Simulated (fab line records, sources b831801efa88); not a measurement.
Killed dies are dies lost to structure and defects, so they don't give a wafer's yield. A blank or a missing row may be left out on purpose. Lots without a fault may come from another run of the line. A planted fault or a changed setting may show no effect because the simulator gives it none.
One fault seen from 2 desks | flow gf180mcu | each desk has only its own numbers; what lay behind them comes last

THE TOOL OWNER'S DESK: pecvd-04
The tool's own readings at GF_V2_CVD_02 (deposits SiO2 from TEOS, target thk 850 nm, time 94.851 s): means of the sampled wafers that have a number, for each lot that ran on this tool. A lot is out of limits, marked OUT, if its mean lies more than 4 standard deviations from the usual mean; the brackets give that distance.
Columns: A = heater_power_w at GF_V2_CVD_02, usual 622 W; B = susceptor_temp_C at GF_V2_CVD_02, usual 399.96 C
lot  | first seen here | A   | B
L997 | day 19 05:27    | 655 | 400.03
L100 | day 20 16:22    | 660 | 399.85
L103 | day 21 16:46    | 659 | 400.07
L105 | day 22 07:49    | 705 | 400.00
L106 | day 22 19:42    | 631 | 399.97
L108 | day 23 20:37    | 636 | 399.94
L110 | day 24 02:11    | 639 | 400.05
This desk's finding: nothing out of limits on any of the 7 lots.

THE METROLOGY DESK
What the gauges read, lot by lot, whatever tool the lot ran on: means of the sampled wafers that have a number. A lot is out of limits, marked OUT, if its mean lies more than 4 standard deviations from the usual mean; the brackets give that distance.
Columns: A = TOP_METAL_ALCU_RS at GF_TOP_METAL_RS_MEAS_05, usual 0.0326 ohm/sq; B = PASSIVATION_CVD_02_THK at GF_PASSIVATION_THK_MEAS_03, usual 698 nm
lot  | first seen here | A      | B
L997 | day 27 07:25    | 0.0331 | 701
L998 | day 27 19:26    | 0.0328 | 699
L999 | day 28 02:20    | 0.0322 | 698
L100 | day 28 12:17    | 0.0327 | 688
L101 | day 28 16:56    | 0.0328 | 697
L102 | day 29 02:19    | 0.0323 | 700
L103 | day 29 07:38    | 0.0327 | 700
L105 | day 29 18:43    | 0.0322 | 704
L106 | day 30 05:40    | 0.0328 | 696
L108 | day 31 02:02    | 0.0321 | 711
L110 | day 31 07:21    | 0.0330 | 705
L118 | day 33 05:28    | 0.0329 | 692
This desk's finding: nothing out of limits on any of the 12 lots.

PUT TOGETHER
The tool owner's desk saw nothing out of limits.
The metrology desk saw nothing out of limits.

WHAT THE SIMULATOR HAD PUT IN
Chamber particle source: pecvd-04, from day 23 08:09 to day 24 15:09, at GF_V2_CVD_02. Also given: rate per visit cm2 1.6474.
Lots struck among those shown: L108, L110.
